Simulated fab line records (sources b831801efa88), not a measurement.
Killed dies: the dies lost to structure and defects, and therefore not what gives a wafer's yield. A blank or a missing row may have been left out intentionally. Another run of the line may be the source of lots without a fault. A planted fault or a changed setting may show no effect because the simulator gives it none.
fab line records	flow gf180mcu	part 1 of 2: steps 1 to 42 of 43
record: lots: 6	wafers: 18	last-day: 34
route steps=602 shown VT_IMPLANT@131 MVSD@136 NWELL@137 LVPWELL@138 MVPSD@139 DUAL_GATE@141 POLY_GATE@157 PASSIVATION@602
lots that met no fault: from a run of the same line without faults
start-h: the number of hours between the record's first day and the start of the first shown wafer of the lot	wait-h: how many hours have passed since the lot's step before this one	" identical to the entry in the row above	L1.1+2: a single row standing in for several wafers	- no value present, or no start provided	* or withheld: withheld	< > ~ a bound
route shown NAME@n: names a module that has steps shown in the file, with the first one's number in the route	usual: mean/standard deviation taken from wafers without a fault	same: alike in all rows	chamber/n: place in a boat	sites: the reading at each site	_std_site: the standard deviation of these	_edge_site: mean of outer sites minus mean of inner sites	radius-mm: how far each site lies from the wafer's centre	mask NAME#n: copy n	behind: the tool/chamber that last shaped the wafer	hold: reason for holding the lot/hours on hold/outcome of the hold	device: names the non-switching transistor (n, p or np)	end of line: the route-end tests of the same wafers	a step with no rows: only its recipe	killed: dies lost to structure and defects at the first sort, not the wafer's yield	map: the dies of a wafer, with x for killed, . for not killed, _ for no die there
set.NAME: setting as actually run; set.NAME@STEP: the setting as run at that earlier step	model.NAME: the simulator's own value behind a step, which no gauge read
lots seen at some steps along the route; tables by step, rows by wafer
services: the hour from which a tool's chamber was out of use, counted from the record's first day as start-h (under 0 if before that day), plus the number of hours and why
== steps ==
step: GF_VT_IMPLANT_IMPLANT_41
recipe: species: As	energy-kev: 70	dose-cm2: 1.013e+12	tilt-deg: 7
step: GF_VT_IMPLANT_STRIP_42
recipe: chemistry: O2/N2	power-w: 1400	pressure-mtorr: 1500	platen-temp-c: 250	o2-flow-sccm: 3000	n2-flow-sccm: 300	overash-fraction: 0.5
usual: drypump-motor-current-A: 5.7/0.37	heater-power-w: 354/25	oes-product-au: 0.716/0.0046	strip-time-to-endpoint-s: 12.41/0.032
lot.wafer	tool	chamber	start-h	wait-h	drypump-motor-current-A	heater-power-w	oes-product-au	rf-hours-counter-h	strip-time-to-endpoint-s
L733.2	plasma-asher-01	1	158.54	0.1	5.7	340	0.707	47	12.41
L733.3	"	1	"	"	5.7	333	0.718	-	12.43
L733.6	"	1	"	"	5.7	333	0.716	-	12.42
L734.4	plasma-asher-03	0	163.37	0.1	6.1	378	0.712	-	12.37
L734.5	"	0	"	"	6.1	363	0.714	-	12.37
L734.6	"	1	"	"	5.5	344	0.732	-	12.40
L738.4	plasma-asher-01	1	193.51	0.1	5.7	335	0.723	-	12.43
L738.5	"	1	"	"	5.7	325	0.720	-	12.40
L738.6	"	0	"	"	5.1	395	0.713	-	12.43
L747.3	plasma-asher-01	1	255.56	0.1	5.7	331	0.713	-	12.39
L747.5	"	0	"	"	5.1	410	0.717	-	12.45
L747.6	"	1	"	"	5.7	332	0.718	-	12.36
L748.4	plasma-asher-03	0	260.61	0.1	6.1	366	0.719	-	12.42
L748.5	"	1	"	"	5.5	339	0.720	-	12.39
L748.6	"	0	"	"	6.1	368	0.722	-	12.38
L752.3	plasma-asher-02	0	286.86	0.1	6.2	344	0.718	-	12.37
L752.4	"	1	"	"	5.2	316	0.717	-	12.35
L752.6	"	1	"	"	5.2	322	0.719	-	12.39
step: GF_VT_IMPLANT_TW_MEAS_43
usual: VT_IMPLANT_4_TW: 697.4/2.9
lot.wafer	tool	chamber	start-h	wait-h	VT_IMPLANT_4_TW
L733.2	film-metro-04	-	158.65	0.1	699.8
L733.3	"	-	"	"	700.3
L733.6	"	-	"	"	701.4
L734.4	film-metro-04	-	163.47	0.1	696.2
L734.5	"	-	"	"	698.8
L734.6	"	-	"	"	695.9
L738.4	film-metro-04	-	193.61	0.1	701.6
L738.5	"	-	"	"	698.0
L738.6	"	-	"	"	700.3
L747.3	film-metro-01	-	255.65	0.1	702.1
L747.5	"	-	"	"	699.5
L747.6	"	-	"	"	702.5
L748.4	film-metro-01	-	260.70	0.1	700.0
L748.5	"	-	"	"	700.5
L748.6	"	-	"	"	697.2
L752.3	film-metro-04	-	286.94	0.1	696.2
L752.4	"	-	"	"	695.7
L752.6	"	-	"	"	694.0
step: GF_VT_IMPLANT_CLEAN_44
recipe: chemistry: SC1/SC2	mix: 1:4:20	temp-c: 70	time-s: 150	dry: n2-spin
step: GF_VT_IMPLANT_RTA_45
recipe: temp-c: 1050	time-s: 30	ambient: N2
usual: lamp-power-pct: 38.9/2.4	wafer_temp_C_max: 1053.0/0.7
lot.wafer	tool	chamber	start-h	wait-h	lamp-power-pct	wafer_temp_C_max
L733.2	rtp-anneal-01	0	158.77	0.0	35.8	1052.4
L733.3	"	0	"	"	35.8	1052.2
L733.6	"	0	"	"	35.8	1053.0
L734.4	rtp-anneal-01	0	163.60	0.1	35.7	1052.9
L734.5	"	0	"	"	35.8	1053.2
L734.6	"	0	"	"	35.8	1052.2
L738.4	rtp-anneal-02	0	193.75	0.1	40.7	1053.8
L738.5	"	0	"	"	40.7	1053.8
L738.6	"	0	"	"	40.8	1053.0
L747.3	rtp-anneal-02	0	255.77	0.0	40.8	1053.7
L747.5	"	0	"	"	40.7	1053.9
L747.6	"	0	"	"	40.7	1053.4
L748.4	rtp-anneal-02	0	260.83	0.1	40.7	1052.9
L748.5	"	0	"	"	40.8	1053.8
L748.6	"	0	"	"	40.8	1053.0
L752.3	rtp-anneal-02	0	287.07	0.0	40.8	1054.4
L752.4	"	0	"	"	40.7	1052.9
L752.6	"	0	"	"	40.8	1052.9
step: GF_VT_IMPLANT_RS_MEAS_46
recipe: thk-meas-gauge: four-point-probe
usual: MVSD_RS: 456.4/1
lot.wafer	tool	chamber	start-h	wait-h	MVSD_RS[ohm/sq]
L733.2	film-metro-03	-	158.87	0.1	455.2
L733.3	"	-	"	"	456.4
L733.6	"	-	"	"	455.5
L734.4	film-metro-03	-	163.71	0.1	457.4
L734.5	"	-	"	"	458.5
L734.6	"	-	"	"	459.2
L738.4	film-metro-04	-	193.86	0.1	456.0
L738.5	"	-	"	"	456.2
L738.6	"	-	"	"	456.1
L747.3	film-metro-02	-	255.88	0.1	455.3
L747.5	"	-	"	"	455.2
L747.6	"	-	"	"	456.2
L748.4	film-metro-03	-	260.94	0.1	456.9
L748.5	"	-	"	"	457.0
L748.6	"	-	"	"	456.3
L752.3	film-metro-02	-	287.17	0.1	456.0
L752.4	"	-	"	"	456.6
L752.6	"	-	"	"	455.3
step: GF_VT_IMPLANT_RS_MEAS_47
recipe: thk-meas-gauge: four-point-probe
usual: NWELL_RS: 490.1/1.2
lot.wafer	tool	chamber	start-h	wait-h	NWELL_RS[ohm/sq]
L733.2	film-metro-03	-	158.99	0.1	491.8
L733.3	"	-	"	"	490.4
L733.6	"	-	"	"	490.5
L734.4	film-metro-03	-	163.83	0.1	488.1
L734.5	"	-	"	"	489.0
L734.6	"	-	"	"	488.6
L738.4	film-metro-04	-	193.98	0.1	489.6
L738.5	"	-	"	"	489.7
L738.6	"	-	"	"	489.9
L747.3	film-metro-02	-	256.00	0.1	490.6
L747.5	"	-	"	"	491.0
L747.6	"	-	"	"	489.2
L748.4	film-metro-03	-	261.06	0.1	489.3
L748.5	"	-	"	"	490.3
L748.6	"	-	"	"	489.9
L752.3	film-metro-02	-	287.29	0.1	488.3
L752.4	"	-	"	"	489.7
L752.6	"	-	"	"	489.2
step: GF_VT_IMPLANT_RS_MEAS_48
recipe: thk-meas-gauge: four-point-probe
usual: LVPWELL_RS: 1195.9/2.8
lot.wafer	tool	chamber	start-h	wait-h	LVPWELL_RS[ohm/sq]
L733.2	film-metro-03	-	159.11	0.1	1194.0
L733.3	"	-	"	"	1194.2
L733.6	"	-	"	"	1193.9
L734.4	film-metro-03	-	163.95	0.1	1197.4
L734.5	"	-	"	"	1192.2
L734.6	"	-	"	"	1195.6
L738.4	film-metro-04	-	194.10	0.1	1197.6
L738.5	"	-	"	"	1199.0
L738.6	"	-	"	"	1197.8
L747.3	film-metro-02	-	256.12	0.1	1198.9
L747.5	"	-	"	"	1194.9
L747.6	"	-	"	"	1198.6
L748.4	film-metro-03	-	261.18	0.1	1198.8
L748.5	"	-	"	"	1197.9
L748.6	"	-	"	"	1200.0
L752.3	film-metro-02	-	287.41	0.1	1191.9
L752.4	"	-	"	"	1196.0
L752.6	"	-	"	"	1194.8
step: GF_VT_IMPLANT_RS_MEAS_49
recipe: thk-meas-gauge: four-point-probe
usual: MVPSD_RS: 1168.2/2.8
lot.wafer	tool	chamber	start-h	wait-h	MVPSD_RS[ohm/sq]
L733.2	film-metro-03	-	159.23	0.1	1167.1
L733.3	"	-	"	"	1169.9
L733.6	"	-	"	"	1165.3
L734.4	film-metro-03	-	164.07	0.1	1169.0
L734.5	"	-	"	"	1167.5
L734.6	"	-	"	"	1169.1
L738.4	film-metro-04	-	194.22	0.1	1169.3
L738.5	"	-	"	"	1165.9
L738.6	"	-	"	"	1168.3
L747.3	film-metro-02	-	256.24	0.1	1166.0
L747.5	"	-	"	"	1166.7
L747.6	"	-	"	"	1166.7
L748.4	film-metro-03	-	261.30	0.1	1166.8
L748.5	"	-	"	"	1164.2
L748.6	"	-	"	"	1162.6
L752.3	film-metro-02	-	287.53	0.1	1168.4
L752.4	"	-	"	"	1167.4
L752.6	"	-	"	"	1169.7
step: GF_VT_IMPLANT_WET_ETCH_50
recipe: chemistry: dHF	target-depth-nm: 20	target: SiO2	temp-c: 25	dilution: 100:1	time-s: 400
step: GF_DUAL_GATE_CLEAN_00
recipe: chemistry: SC1/SC2	mix: 1:4:20	temp-c: 70	time-s: 150
step: GF_DUAL_GATE_CLEAN_01
recipe: chemistry: dHF	time-s: 20	dilution: 100:1	dry: ipa-marangoni
step: GF_DUAL_GATE_OXIDATION_02
recipe: temp-c: 900	ambient: O2	stabilise-s: 600	purge-s: 300	target-thk-a: 108.87	ox-time-s: 1602
usual: spike-tc-bottom-C: 919.5/1.1	zone-power-top-pct: 36.8/1.9
lot.wafer	tool	chamber	start-h	wait-h	spike-tc-bottom-C	zone-power-top-pct
L733.2	furnace-02	0	159.52	0.0	919.1	35.3
L733.3	"	0	"	"	917.7	34.7
L733.6	"	0	"	"	921.7	35.7
L734.4	furnace-01	0	164.31	0.0	920.3	38.6
L734.5	"	0	"	"	919.2	38.3
L734.6	"	0	"	"	919.1	38.7
L738.4	furnace-02	0	194.46	0.0	919.3	35.7
L738.5	"	0	"	"	921.7	35.0
L738.6	"	0	"	"	920.1	34.7
L747.3	furnace-01	0	257.91	1.4	919.2	39.2
L747.5	"	0	"	"	918.4	39.0
L747.6	"	0	"	"	919.5	39.3
L748.4	furnace-01	0	261.55	0.0	918.5	38.8
L748.5	"	0	"	"	918.1	38.6
L748.6	"	0	"	"	918.6	38.8
L752.3	furnace-02	0	287.80	0.0	920.0	34.8
L752.4	"	0	"	"	919.8	35.1
L752.6	"	0	"	"	918.9	34.8
step: GF_DUAL_GATE_THK_MEAS_03
recipe: reads: SiO2_of_DUAL_GATE_OXIDATION_02
usual: DUAL_GATE_OXIDATION_00_THK: 10.78/0.22
lot.wafer	tool	chamber	start-h	wait-h	DUAL_GATE_OXIDATION_00_THK[nm]
L733.2	film-metro-03	-	160.97	0.0	10.66
L733.3	"	-	"	"	10.81
L733.6	"	-	"	"	10.66
L734.4	film-metro-01	-	165.79	0.0	10.62
L734.5	"	-	"	"	10.55
L734.6	"	-	"	"	10.67
L738.4	film-metro-03	-	195.94	0.0	11.09
L738.5	"	-	"	"	11.06
L738.6	"	-	"	"	10.94
L747.3	film-metro-02	-	259.37	0.0	10.59
L747.5	"	-	"	"	10.49
L747.6	"	-	"	"	10.57
L748.4	film-metro-01	-	263.03	0.0	11.07
L748.5	"	-	"	"	11.00
L748.6	"	-	"	"	11.03
L752.3	film-metro-03	-	289.27	0.0	10.70
L752.4	"	-	"	"	10.66
L752.6	"	-	"	"	10.59
step: GF_DUAL_GATE_DEHYDRATE_04
recipe: temp-c: 200	time-s: 60
step: GF_DUAL_GATE_HMDS_05
recipe: prime-time-s: 60	prime-temp-c: 120
step: GF_DUAL_GATE_COAT_06
recipe: resist: NOVOLAK	spin-rpm: 3000	resist-thk-nm: 1000
step: GF_DUAL_GATE_SOFTBAKE_07
recipe: temp-c: 90	time-s: 60	resist: NOVOLAK
step: GF_DUAL_GATE_EXPOSE_08
recipe: mask-id: Dualgate	target-cd-nm: 700	na: 0.6	source-shape: conventional	sigma-outer: 0.6	dose-mj: 140
step: GF_DUAL_GATE_PEB_09
recipe: temp-c: withheld	time-s: *	resist: NOVOLAK
step: GF_DUAL_GATE_DEVELOP_10
recipe: develop-time-s: 57.49	dev-temp-c: 23
step: GF_DUAL_GATE_OVL_MEAS_11
usual: DUAL_GATE_OVL: 0.1/1.2
lot.wafer	tool	chamber	start-h	wait-h	DUAL_GATE_OVL[nm]
L733.2	overlay-01	-	177.40	0.1	-0.6
L733.3	"	-	"	"	-0.5
L733.6	"	-	"	"	1.1
L734.4	overlay-02	-	181.76	0.1	1.1
L734.5	"	-	"	"	2.3
L734.6	"	-	"	"	0.2
L738.4	overlay-01	-	213.20	0.1	0.1
L738.5	"	-	"	"	0.7
L738.6	"	-	"	"	1.1
L747.3	overlay-01	-	278.85	0.1	2.4
L747.5	"	-	"	"	1.5
L747.6	"	-	"	"	0.6
L748.4	overlay-02	-	281.40	0.1	0.9
L748.5	"	-	"	"	1.7
L748.6	"	-	"	"	2.6
L752.3	overlay-02	-	310.25	0.1	0.4
L752.4	"	-	"	"	0.8
L752.6	"	-	"	"	0.1
step: GF_DUAL_GATE_WET_ETCH_12
recipe: chemistry: dHF	target-depth-nm: 13	dry: n2-spin	target: SiO2	temp-c: 25	dilution: 100:1	time-s: 260
step: GF_DUAL_GATE_STRIP_13
recipe: chemistry: O2/N2	power-w: 1400	pressure-mtorr: 1500	platen-temp-c: 250	o2-flow-sccm: 3000	n2-flow-sccm: 300	overash-fraction: 0.5
usual: drypump-motor-current-A: 5.8/0.52	heater-power-w: 334/32	oes-product-au: 0.716/0.005	strip-time-to-endpoint-s: 12.63/0.037
lot.wafer	tool	chamber	start-h	wait-h	drypump-motor-current-A	heater-power-w	oes-product-au	rf-hours-counter-h	strip-time-to-endpoint-s
L733.2	plasma-asher-02	1	177.51	0.0	5.2	332	0.710	7	12.62
L733.3	"	0	"	"	6.2	355	0.725	-	12.61
L733.6	"	0	"	"	6.2	342	0.721	-	12.62
L734.4	plasma-asher-02	1	181.89	0.0	5.2	314	0.719	-	12.63
L734.5	"	0	"	"	6.2	345	0.709	-	12.61
L734.6	"	1	"	"	5.2	327	0.712	-	12.61
L738.4	plasma-asher-04	0	213.43	0.0	5.9	313	0.717	-	12.64
L738.5	"	0	"	"	5.9	316	0.708	-	12.61
L738.6	"	1	"	"	6.7	297	0.713	-	12.59
L747.3	plasma-asher-01	0	278.98	0.0	5.1	406	0.721	-	12.62
L747.5	"	0	"	"	5.1	403	0.722	-	12.65
L747.6	"	1	"	"	5.7	341	0.731	-	12.63
L748.4	plasma-asher-02	0	281.53	0.0	6.2	337	0.707	-	12.66
L748.5	"	0	"	"	6.2	343	0.716	-	12.67
L748.6	"	1	"	"	5.3	317	0.724	-	12.62
L752.3	plasma-asher-01	1	310.39	0.0	5.7	327	0.712	-	12.58
L752.4	"	0	"	"	5.1	406	0.714	-	12.57
L752.6	"	1	"	"	5.7	336	0.720	-	12.56
step: GF_DUAL_GATE_CLEAN_14
recipe: chemistry: SC1/SC2	mix: 1:4:20	temp-c: 70	time-s: 150	dry: n2-spin
step: GF_DUAL_GATE_OXIDATION_15
recipe: temp-c: 850	ambient: O2	stabilise-s: 600	purge-s: 300	target-thk-a: 70.98	ox-time-s: 1995
step: GF_POLY_GATE_CVD_00
recipe: material: poly-Si	target-thk-nm: 200	temp-c: 620	time-s: 1200	pressure-mtorr: 200
step: GF_POLY_GATE_THK_MEAS_01
recipe: reads: poly-Si_of_POLY_GATE_CVD_00
usual: POLY_GATE_CVD_00_THK: 199.9/2.1
lot.wafer	tool	chamber	start-h	wait-h	POLY_GATE_CVD_00_THK[nm]
L733.2	film-metro-04	-	182.85	0.0	199.4
L733.3	"	-	"	"	201.7
L733.6	"	-	"	"	200.1
L734.4	film-metro-04	-	187.26	0.0	196.6
L734.5	"	-	"	"	197.7
L734.6	"	-	"	"	198.1
L738.4	film-metro-03	-	216.51	0.0	196.0
L738.5	"	-	"	"	194.9
L738.6	"	-	"	"	194.3
L747.3	film-metro-03	-	282.60	0.0	200.4
L747.5	"	-	"	"	200.4
L747.6	"	-	"	"	200.8
L748.4	film-metro-03	-	285.41	0.0	203.1
L748.5	"	-	"	"	202.4
L748.6	"	-	"	"	201.8
L752.3	film-metro-03	-	314.42	0.0	199.2
L752.4	"	-	"	"	198.8
L752.6	"	-	"	"	199.8
step: GF_POLY_GATE_DEHYDRATE_02
recipe: temp-c: 200	time-s: 60
step: GF_POLY_GATE_HMDS_03
recipe: prime-time-s: 60	prime-temp-c: 120
step: GF_POLY_GATE_COAT_04
recipe: resist: BARC	temp-c: withheld	time-s: withheld	spin-rpm: withheld	resist-thk-nm: withheld
step: GF_POLY_GATE_COAT_05
recipe: resist: KrF	spin-rpm: withheld	resist-thk-nm: 700
step: GF_POLY_GATE_SOFTBAKE_06
recipe: temp-c: 130	time-s: 60	resist: KrF
step: GF_POLY_GATE_EXPOSE_07
recipe: mask-id: Poly2	target-cd-nm: 280	na: 0.68	source-shape: conventional	sigma-outer: 0.6	dose-mj: 28
step: GF_POLY_GATE_PEB_08
recipe: peb-temp-c: 135	peb-time-s: 90	resist: KrF
step: GF_POLY_GATE_DEVELOP_09
recipe: develop-time-s: 60	resist: KrF	dev-temp-c: 21
step: GF_POLY_GATE_CD_MEAS_10
recipe: target-cd-nm: 280
usual: cd-nm: 280.1/1
lot.wafer	tool	chamber	start-h	wait-h	cd-nm
L733.2	cd-sem-02	-	199.06	0.1	280.4
L733.3	"	-	"	"	279.7
L733.6	"	-	"	"	280.0
L734.4	cd-sem-02	-	204.50	0.1	278.5
L734.5	"	-	"	"	280.9
L734.6	"	-	"	"	278.3
L738.4	cd-sem-02	-	234.15	0.1	280.3
L738.5	"	-	"	"	279.6
L738.6	"	-	"	"	279.5
L747.3	cd-sem-01	-	302.78	0.1	280.5
L747.5	"	-	"	"	280.7
L747.6	"	-	"	"	280.4
L748.4	cd-sem-02	-	305.41	0.1	279.9
L748.5	"	-	"	"	280.0
L748.6	"	-	"	"	282.0
L752.3	cd-sem-01	-	335.89	0.1	279.0
L752.4	"	-	"	"	279.2
L752.6	"	-	"	"	280.5
step: GF_POLY_GATE_OVL_MEAS_11
usual: POLY_GATE_OVL: -5/5
lot.wafer	tool	chamber	start-h	wait-h	POLY_GATE_OVL[nm]
L733.2	overlay-01	-	199.17	0.1	1
L733.3	"	-	"	"	-2
L733.6	"	-	"	"	-1
L734.4	overlay-01	-	204.58	0.1	-14
L734.5	"	-	"	"	-12
L734.6	"	-	"	"	-12
L738.4	overlay-01	-	234.23	0.1	3
L738.5	"	-	"	"	3
L738.6	"	-	"	"	8
L747.3	overlay-02	-	302.87	0.1	-12
L747.5	"	-	"	"	-1
L747.6	"	-	"	"	-7
L748.4	overlay-01	-	305.49	0.1	-8
L748.5	"	-	"	"	0
L748.6	"	-	"	"	-12
L752.3	overlay-02	-	335.99	0.1	-8
L752.4	"	-	"	"	-8
L752.6	"	-	"	"	-10
step: GF_POLY_GATE_ETCH_12
recipe: chemistry: N2/H2	target-depth-a: withheld	overetch-a: withheld	time-s: withheld	target: BARC	ion-energy-ev: 200	source-w: 500	bias-w: 100	pressure-mtorr: 30	n2-flow-sccm: 100	h2-flow-sccm: 200
usual: drypump-motor-current-A: 5.7/0.57	oes-product-au: 0.735/0.0044	rf-fwd-power-W: 495.7/1.8	throttle-valve-pct: 13.214/0.0094
lot.wafer	tool	chamber	start-h	wait-h	drypump-motor-current-A	oes-product-au	rf-fwd-power-W	throttle-valve-pct
L733.2	rie-diel-01	2	199.20	0.0	5.1	0.731	495.4	13.207
L733.3	"	1	"	"	5.3	0.737	496.3	13.207
L733.6	"	2	"	"	5.1	0.734	494.9	13.229
L734.4	rie-diel-01	3	204.60	0.0	6.2	0.745	498.3	13.200
L734.5	"	0	"	"	6.2	0.740	494.7	13.220
L734.6	"	1	"	"	5.3	0.736	495.9	13.207
L738.4	rie-diel-01	1	234.25	0.0	5.3	0.740	495.8	13.209
L738.5	"	1	"	"	5.3	0.741	496.2	13.220
L738.6	"	0	"	"	6.2	0.737	495.4	13.222
L747.3	rie-diel-02	0	302.89	0.0	5.8	0.740	498.4	13.221
L747.5	"	2	"	"	5.2	0.742	494.7	13.206
L747.6	"	3	"	"	6.3	0.738	495.2	13.209
L748.4	rie-diel-01	0	305.51	0.0	6.3	0.732	496.5	13.195
L748.5	"	1	"	"	5.3	0.729	497.9	13.222
L748.6	"	2	"	"	5.1	0.731	495.6	13.212
L752.3	rie-diel-01	0	336.01	0.0	6.3	0.733	496.8	13.210
L752.4	"	3	"	"	6.2	0.738	495.8	13.207
L752.6	"	2	"	"	5.1	0.730	496.1	13.234
step: GF_POLY_GATE_ETCH_13
recipe: target: poly-Si	target-depth-nm: 198.5	stop-on: SiO2	over-etch-frac: 0.403	chemistry: HBr/Cl2	icp-w: 400	bias-w: 100	pressure-mtorr: 10	HBr_flow_sccm: 150	Cl2_flow_sccm: 50	time-s: 69.6
usual: drypump-motor-current-A: 5.6/0.55	oes-product-au: 0.987/0.011	rf-fwd-power-W: 396.7/1.3	throttle-valve-pct: 33.685/0.009
lot.wafer	tool	chamber	start-h	wait-h	drypump-motor-current-A	oes-product-au	rf-fwd-power-W	rf-hours-counter-h	throttle-valve-pct
L733.2	rie-si-01	0	199.25	-	5.9	0.969	398.8	83	33.685
L733.3	"	2	"	"	5.4	0.992	394.9	5	33.686
L733.6	"	1	"	"	4.9	0.995	397.5	-	33.684
L734.4	rie-si-01	0	204.65	-	5.9	0.969	393.2	83	33.674
L734.5	"	2	"	"	5.4	0.986	396.1	-	33.684
L734.6	"	1	"	"	4.9	0.987	397.8	-	33.691
L738.4	rie-si-01	3	234.32	-	5.0	0.973	395.6	-	33.689
L738.5	"	1	"	"	4.9	0.979	393.6	-	33.687
L738.6	"	0	"	"	6.0	0.974	396.2	-	33.683
L747.3	rie-si-01	1	302.94	-	4.9	0.993	395.1	23	33.684
L747.5	"	1	"	"	4.9	0.991	395.1	-	33.697
L747.6	"	0	"	"	5.9	0.978	397.5	-	33.682
L748.4	rie-si-01	2	305.56	-	5.4	0.984	397.1	6	33.687
L748.5	"	2	"	"	5.4	0.977	399.8	-	33.699
L748.6	"	3	"	"	5.0	0.986	395.3	-	33.660
L752.3	rie-si-01	3	336.06	-	5.1	0.986	396.1	41	33.684
L752.4	"	3	"	"	5.0	0.997	395.5	-	33.689
L752.6	"	1	"	"	4.9	0.988	395.5	-	33.703
step: GF_POLY_GATE_STRIP_14
recipe: chemistry: O2/N2	power-w: 1400	pressure-mtorr: 1500	platen-temp-c: 250	o2-flow-sccm: 3000	n2-flow-sccm: 300	overash-fraction: 0.5
step: GF_POLY_GATE_CLEAN_15
recipe: chemistry: SC1/SC2	mix: 1:4:20	temp-c: 70	time-s: 150	dry: n2-spin
